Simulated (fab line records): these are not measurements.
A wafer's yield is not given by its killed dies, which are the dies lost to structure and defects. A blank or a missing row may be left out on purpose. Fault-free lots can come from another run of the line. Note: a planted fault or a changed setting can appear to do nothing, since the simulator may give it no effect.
Which tool did it? | flow sky130 | 11 lots with 33 wafers sampled at 2 steps, on a route of 708 steps

WHAT EACH GAUGE READ, for each wafer
SKY_VT_ADJUST_LVTN_OVL_MEAS_07.
lot  | measured     | on         | VT_ADJUST_LVTN_OVL (nm)
L689 | day 7 02:10  | overlay-02 | 0.3 0.6 0.2
L690 | day 7 08:01  | overlay-01 | -1.7 -1.5 -3.1
L691 | day 7 15:01  | overlay-02 | 1.7 -0.1 -0.3
L692 | day 7 23:28  | overlay-02 | 0.8 0.7 -0.1
L698 | day 9 10:40  | overlay-02 | 300.7 298.3 300.1
L700 | day 9 21:04  | overlay-02 | 299.9 299.8 300.3
L702 | day 10 16:22 | overlay-01 | -0.7 0.3 -0.3
L707 | day 11 17:17 | overlay-01 | 2.4 1.8 0.0
L708 | day 11 22:49 | overlay-02 | 0.9 1.1 -0.2
L710 | day 12 13:15 | overlay-01 | -2.7 1.5 -1.0
L711 | day 12 23:59 | overlay-02 | 2.7 1.2 1.9

WHAT TOOL EACH LOT RAN ON (gives the tool, then ch and the chambers of the sampled wafers, and finally the start)
lot  | SKY_VT_ADJUST_LVTN_EXPOSE_04
L689 | iline-stepper-01 ch 0, day 6 15:52
L690 | iline-stepper-01 ch 0, day 6 21:28
L691 | iline-stepper-02 ch 0, day 7 05:43
L692 | iline-stepper-01 ch 0, day 7 13:59
L698 | iline-stepper-01 ch 0, day 9 00:39
L700 | iline-stepper-01 ch 0, day 9 10:27
L702 | iline-stepper-02 ch 0, day 10 06:10
L707 | iline-stepper-02 ch 0, day 11 05:52
L708 | iline-stepper-02 ch 0, day 11 11:17
L710 | iline-stepper-02 ch 0, day 12 00:48
L711 | iline-stepper-02 ch 0, day 12 11:19
- SKY_VT_ADJUST_LVTN_EXPOSE_04: exposes mask NWM COMPLEMENT LESS NATIVE, target cd 840 nm.

THE ANSWER, worked out from the rows above alone
Rule: the lots themselves supply what counts as usual. Put in order of their means at a reading, lots are off if they are a third of the lots or fewer, leave a main group of 4 or more, and stand apart from it by a gap of 3 or more times the standard deviation of the main group's means; of several such gaps the widest counts. The tables above print the reading to a certain number of digits; a main group whose means all agree to those digits is not used. Also off: a lot with no number at a reading for which 4 or more lots have one. The other lots that the step has rows for count as sound.
Off: at SKY_VT_ADJUST_LVTN_OVL_MEAS_07 (VT_ADJUST_LVTN_OVL), L698, L700. Mean 0.2 nm and standard deviation 1.1 in the main group.
A tool fits if, at a process step before that reading, it ran every lot that is off, and no sound lot after the first of them. Gauges at SKY_VT_ADJUST_LVTN_OVL_MEAS_07: tried the same way as those tools. One candidate fits, namely iline-stepper-01 at SKY_VT_ADJUST_LVTN_EXPOSE_04. Its last sound lot is L692 (day 7 13:59), its first lot that is off L698 (day 9 00:39): a fault that began between those two fits.

WHAT THE SIMULATOR PUT IN
Scanner matching overlay: iline-stepper-01, from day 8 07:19 on, at SKY_VT_ADJUST_LVTN_EXPOSE_04. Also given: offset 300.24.
Struck lots among those shown: L698, L700. The rule above reached the same finding.
